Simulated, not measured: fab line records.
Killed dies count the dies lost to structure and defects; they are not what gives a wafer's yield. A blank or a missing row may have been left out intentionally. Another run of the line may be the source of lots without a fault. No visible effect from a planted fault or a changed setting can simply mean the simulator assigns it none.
A single fault, viewed from 2 desks	flow sky130	every desk sees just its own numbers, and what lay behind them comes last

AT THE TOOL OWNER'S DESK: pvd sputter-03
The tool's own readings at SKY_METAL2_SPUTTER_02 (material AlCu, target thk 250 nm, time 13.3 s): means of the sampled wafers that have a number, for each lot that ran on this tool. A lot is out of limits, marked OUT, if its mean lies more than 4 standard deviations from the usual mean; the brackets give that distance.
Columns: A = throttle valve pct at SKY_METAL2_SPUTTER_02, usual 29.5 %
lot	first seen here	A
L996	day 34 01:53	29.8
L997	day 34 08:34	29.9
L999	day 35 03:15	30.1
L102	day 35 22:05	29.8
L108	day 37 20:33	30.4
L117	day 40 13:07	29.1
L118	day 40 21:25	29.5
L119	day 41 01:54	29.3
This desk found nothing out of limits on any of the 8 lots.

METROLOGY DESK
Lot by lot, what the gauges showed, no matter which tool ran the lot: averages of those sampled wafers that carry a number. A lot is out of limits, marked OUT, if its mean lies more than 4 standard deviations from the usual mean; the brackets give that distance.
Columns: A = METAL2_ALCU_RS at SKY_METAL2_RS_MEAS_05, usual 0.1271 ohm/sq; B = METAL2_ALCU_THK at SKY_METAL2_THK_MEAS_06, usual 249.5 nm
lot	first seen here	A	B
L996	day 34 01:58	0.1279	248.0
L997	day 34 08:42	0.1275	249.3
L998	day 34 21:05	0.1268	249.4
L999	day 35 03:24	0.1276	248.7
L102	day 35 22:12	0.1273	249.2
L101	day 35 23:41	0.1297	245.6
L104	day 36 19:13	0.1280	249.9
L107	day 37 17:14	0.1279	249.8
L108	day 37 20:38	0.1265	251.7
L109	day 37 22:43	0.1279	248.0
L110	day 38 15:04	0.1281	246.2
L117	day 40 13:14	0.1330 (+4.2) OUT	238.8
L118	day 40 21:31	0.1310	242.4
L119	day 41 02:01	0.1308	243.8
This desk's result: L117 out of limits, first on L117 (METAL2_ALCU_RS at SKY_METAL2_RS_MEAS_05), day 40 13:14. L996, L997, L998, L999, L102, L101, L104, L107, L108, L109, L110, L118, L119: within limits.

PUT TOGETHER
An alarm was possible from the metrology desk at day 40 13:14, on L117.
The tool owner's desk saw nothing out of limits.
On record at the tool owner's desk: L117, within its limits.
All the named lots went through SKY_METAL2_SPUTTER_02 on pvd sputter-03.

WHAT THE SIMULATOR PUT IN
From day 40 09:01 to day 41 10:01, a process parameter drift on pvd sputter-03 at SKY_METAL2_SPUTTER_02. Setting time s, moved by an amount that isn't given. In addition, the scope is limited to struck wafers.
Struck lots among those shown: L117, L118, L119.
Delay in hours, fault start to first out-of-limits reading, per desk: metrology desk 4.
